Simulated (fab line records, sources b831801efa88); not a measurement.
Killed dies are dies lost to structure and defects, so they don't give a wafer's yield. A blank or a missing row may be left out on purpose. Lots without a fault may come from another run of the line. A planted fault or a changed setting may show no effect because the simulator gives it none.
Chamber matching | flow gf180mcu | GF_PASSIVATION_ETCH_11 on rie_diel-01: 4 sister chambers
The step etches the open film in CF4/O2, stops on TiN, target depth 1800 nm, time 400 s. 7 wafers are shown with their chamber, then 8 later ones without.

WAFERS WITH THEIR CHAMBER
wafer  | chamber | drypump_motor_current_A (A) | cf4_flow_sccm (sccm)
L081.3 | 0       | 6.2                         | 80.05
L083.3 | 1       | 6.2                         | 79.95
L087.4 | 0       | 6.2                         | 80.03
L088.3 | 3       | 6.4                         | 79.67
L088.5 | 2       | 6.1                         | 80.31
L088.6 | 3       | 6.4                         | 79.74
L089.1 | 1       | 6.1                         | 79.84

WAFERS WITHOUT THEIR CHAMBER
wafer  | drypump_motor_current_A (A) | cf4_flow_sccm (sccm)
L089.2 | 6.4                         | 80.05
L089.4 | 6.4                         | 79.79
L095.1 | 6.2                         | 79.87
L095.3 | 6.2                         | 80.06
L095.5 | 6.2                         | 79.77
L097.3 | 6.2                         | 80.14
L097.5 | 6.4                         | 79.92
L097.6 | 6.3                         | 79.81

WHICH CHAMBER EACH WENT THROUGH
wafer  | from the rows above          | in truth
L089.2 | can't be placed: 0 or 3 or 1 | 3
L089.4 | 3                            | 3
L095.1 | can't be placed: 1 or 0      | 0
L095.3 | 0                            | 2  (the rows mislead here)
L095.5 | 1                            | 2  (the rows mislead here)
L097.3 | 0                            | 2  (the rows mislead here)
L097.5 | can't be placed: 3 or 0      | 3
L097.6 | can't be placed: 3 or 1 or 0 | 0
Placed correctly: 1 of 8. Can't be placed from these rows: 4 (the true chamber is among the candidates in 4). Placed wrongly: 3.
How it was worked out, from the rows above alone: a wafer's distance from a chamber is the root of the sum, over the readings, of the square of ((its reading less the chamber's mean) divided by the reading's scatter). The wafer belongs to the nearest chamber; if the next one is less than 2 further off, it can't be placed. A chamber's mean is the mean of its shown wafers. The scatter: the root of (the sum of the squares of (reading less its chamber's mean) over the shown wafers, divided by (wafers less chambers)).
